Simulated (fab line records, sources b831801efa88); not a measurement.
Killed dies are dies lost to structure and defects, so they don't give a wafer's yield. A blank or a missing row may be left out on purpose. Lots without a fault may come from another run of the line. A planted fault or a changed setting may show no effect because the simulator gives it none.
Which tool did it? | flow sky130 | 8 lots, 24 wafers sampled, at 4 steps of a route of 708

WHAT THE GAUGES READ, wafer by wafer
SKY_FIELD_ISO_BOW_MEAS_00. Usual: INCOMING_BOW 0 um, standard deviation 6.4.
lot  | measured    | on            | INCOMING_BOW (um) | flag
L626 | day 1 10:00 | film_metro-04 | 2 9 0             |
L627 | day 1 15:04 | film_metro-04 | 7 -3 -2           |
L628 | day 1 20:00 | film_metro-04 | 5 -8 -11          |
L629 | day 2 01:00 | film_metro-04 | -11 -5 2          |
L637 | day 3 17:00 | film_metro-04 | -6 -5 -4          |
L638 | day 3 22:00 | film_metro-01 | -8 -4 2           |
L642 | day 4 18:02 | film_metro-01 | -5 -3 -6          |
L644 | day 5 04:02 | film_metro-04 | 5 -3 9            |

SKY_NWELL_THK_MEAS_02. Usual: NWELL_OXIDATION_THK 9.93 nm, standard deviation 0.22.
lot  | measured    | on            | NWELL_OXIDATION_THK (nm) | flag
L626 | day 2 16:46 | film_metro-03 | 10.00 9.98 9.95          |
L627 | day 2 16:59 | film_metro-04 | 10.02 9.83 9.76          |
L628 | day 3 00:41 | film_metro-03 | 9.76 10.00 9.82          |
L629 | day 3 06:41 | film_metro-03 | 9.88 9.91 9.89           |
L637 | day 4 19:50 | film_metro-02 | 5.93 5.96 5.95           | OFF
L638 | day 5 02:39 | film_metro-03 | 5.84 5.62 5.82           | OFF
L642 | day 6 00:43 | film_metro-02 | 10.12 9.95 10.00         |
L644 | day 6 07:43 | film_metro-04 | 10.14 10.18 10.04        |

WHICH TOOL RAN EACH LOT (tool, then ch and the chambers of the sampled wafers, then the start)
lot  | SKY_FIELD_ISO_ETCH_14             | SKY_NWELL_OXIDATION_01
L626 | rie_diel-03 ch 0,2,3, day 2 09:26 | furnace-01 ch 0, day 2 15:22
L627 | rie_diel-04 ch 1,2, day 2 09:29   | furnace-02 ch 0, day 2 15:35
L628 | rie_diel-03 ch 0,1,2, day 2 15:40 | furnace-01 ch 0, day 2 23:17
L629 | rie_diel-03 ch 0,1,2, day 3 00:56 | furnace-01 ch 0, day 3 05:17
L637 | rie_diel-03 ch 2,3, day 4 13:50   | furnace-02 ch 0, day 4 18:27
L638 | rie_diel-01 ch 0,1,2, day 4 19:17 | furnace-02 ch 0, day 5 01:15
L642 | rie_diel-04 ch 0,1,2, day 5 16:25 | furnace-01 ch 0, day 5 23:17
L644 | rie_diel-01 ch 0,1, day 6 01:28   | furnace-01 ch 0, day 6 06:18
- SKY_FIELD_ISO_ETCH_14: etches BARC in N2/H2, stops on SiO2, time 45.9 s, target depth 60 nm.
- SKY_NWELL_OXIDATION_01: stabilise 600 s, purge 300 s, target thk 10 nm.

WHAT THE TOOLS THEMSELVES READ (means of the sampled wafers that have a number; where no wafer has one, the mark that the record gives instead)
SKY_FIELD_ISO_ETCH_14. Usual: chamber_pressure_mTorr 29.999 mTorr, standard deviation 0.028; drypump_motor_current_A 5.8 A, standard deviation 0.65; oes_product_au 0.854 a.u., standard deviation 0.0047; throttle_valve_pct 13.225 %, standard deviation 0.0093.
lot  | tool        | chamber_pressure_mTorr (mTorr) | drypump_motor_current_A (A) | oes_product_au (a.u.) | throttle_valve_pct (%) | flag
L626 | rie_diel-03 | 29.992                         | 5.7                         | 0.849                 | 13.229                 |
L627 | rie_diel-04 | 30.002                         | 5.6                         | 0.855                 | 13.220                 |
L628 | rie_diel-03 | 30.011                         | 5.9                         | 0.852                 | 13.225                 |
L629 | rie_diel-03 | 29.995                         | 5.9                         | 0.854                 | 13.213                 |
L637 | rie_diel-03 | 30.004                         | 6.0                         | 0.856                 | 13.225                 |
L638 | rie_diel-01 | 29.998                         | 6.2                         | 0.854                 | 13.225                 |
L642 | rie_diel-04 | 29.987                         | 5.5                         | 0.852                 | 13.224                 |
L644 | rie_diel-01 | 30.003                         | 6.4                         | 0.851                 | 13.231                 |

SKY_NWELL_OXIDATION_01. Usual: spike_tc_bottom_C 922.3 C, standard deviation 1.8; spike_tc_centre_C 900.9 C, standard deviation 1.1; spike_tc_lower_C 900.1 C, standard deviation 1.1; spike_tc_top_C 906.8 C, standard deviation 2; spike_tc_upper_C 901.0 C, standard deviation 1.4; tube_center_temp_C 899.99 C, standard deviation 0.078; tube_center_temp_C_max 902.3, standard deviation 0.38; zone_power_centre_pct 17.58 %, standard deviation 0.25; zone_power_top_pct 34.2 %, standard deviation 0.36; zone_power_upper_pct 16.2 %, standard deviation 0.58.
lot  | tool       | spike_tc_bottom_C (C) | spike_tc_centre_C (C) | spike_tc_lower_C (C) | spike_tc_top_C (C) | spike_tc_upper_C (C) | tube_center_temp_C (C) | tube_center_temp_C_max | zone_power_centre_pct (%) | zone_power_top_pct (%) | zone_power_upper_pct (%) | flag
L626 | furnace-01 | 920.8                 | 900.4                 | 899.7                | 910.1              | 902.6                | 899.98                 | 902.4                  | 17.99                     | 34.1                   | 17.0                     |
L627 | furnace-02 | 923.5                 | 902.2                 | 900.4                | 904.8              | 900.8                | 900.03                 | 902.6                  | 17.34                     | 34.5                   | 15.8                     |
L628 | furnace-01 | 919.7                 | 900.7                 | 900.1                | 909.5              | 902.2                | 900.00                 | 902.3                  | 18.04                     | 34.1                   | 17.2                     |
L629 | furnace-01 | 920.2                 | 900.5                 | 898.2                | 909.5              | 902.8                | 900.00                 | 902.2                  | 17.92                     | 34.0                   | 17.0                     |
L637 | furnace-02 | 878.0                 | 856.3                 | 855.5                | 861.9              | 855.6                | 855.35                 | 857.4                  | 15.68                     | 31.8                   | 14.5                     | OFF
L638 | furnace-02 | 878.5                 | 856.4                 | 854.5                | 861.8              | 856.5                | 855.21                 | 857.6                  | 15.77                     | 31.8                   | 14.4                     | OFF
L642 | furnace-01 | 920.5                 | 899.8                 | 899.7                | 908.0              | 903.1                | 899.96                 | 902.7                  | 17.81                     | 33.9                   | 17.1                     |
L644 | furnace-01 | 919.5                 | 899.2                 | 898.3                | 908.8              | 902.7                | 900.04                 | 902.4                  | 17.76                     | 33.8                   | 17.2                     |

THE ANSWER, worked out from the rows above alone
Rule: a lot is off if the mean of its wafers that have a number lies more than 3 standard deviations from the usual mean. A lot without any number at a reading at which 4 lots or more have one is off too. The other lots that the step has rows for count as sound. The gauges are gone through in route order, then the tools' own readings, and for those a lot's mean is taken as printed above. The first step at which some lot is off is used, and at that step the reading that is off furthest; a lot without a number counts as furthest.
Off: L637, L638, at SKY_NWELL_THK_MEAS_02 (NWELL_OXIDATION_THK).
A tool fits if, at a process step before that reading, it ran every lot that is off, and no sound lot after the first of them. The gauges at SKY_NWELL_THK_MEAS_02 aren't tried: what is off there is off at SKY_NWELL_OXIDATION_01 too, on other tools, and a gauge's error can't cause that. One fits: furnace-02 at SKY_NWELL_OXIDATION_01. Its last sound lot is L627 (day 2 15:35), its first lot that is off L637 (day 4 18:27): a fault that began between those two fits.
The tool's own readings at SKY_NWELL_OXIDATION_01 bear it out: on the lots that are off they differ by more than 5 times the standard deviation of the sound lots' means. spike_tc_bottom_C reads 878.2 C there against 920.7 C on the sound lots; spike_tc_centre_C reads 856.3 C there against 900.5 C on the sound lots; spike_tc_lower_C reads 855.0 C there against 899.4 C on the sound lots; spike_tc_top_C reads 861.8 C there against 908.5 C on the sound lots; spike_tc_upper_C reads 856.0 C there against 902.4 C on the sound lots; tube_center_temp_C reads 855.28 C there against 900.00 C on the sound lots; tube_center_temp_C_max reads 857.5 there against 902.4 on the sound lots; zone_power_centre_pct reads 15.72 % there against 17.81 % on the sound lots; zone_power_top_pct reads 31.8 % there against 34.1 % on the sound lots.

WHAT THE SIMULATOR HAD PUT IN
Process parameter drift: furnace-02, from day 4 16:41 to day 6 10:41, at SKY_NWELL_OXIDATION_01. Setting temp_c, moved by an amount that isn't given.
Lots struck among those shown: L637, L638. The rule above found the same.
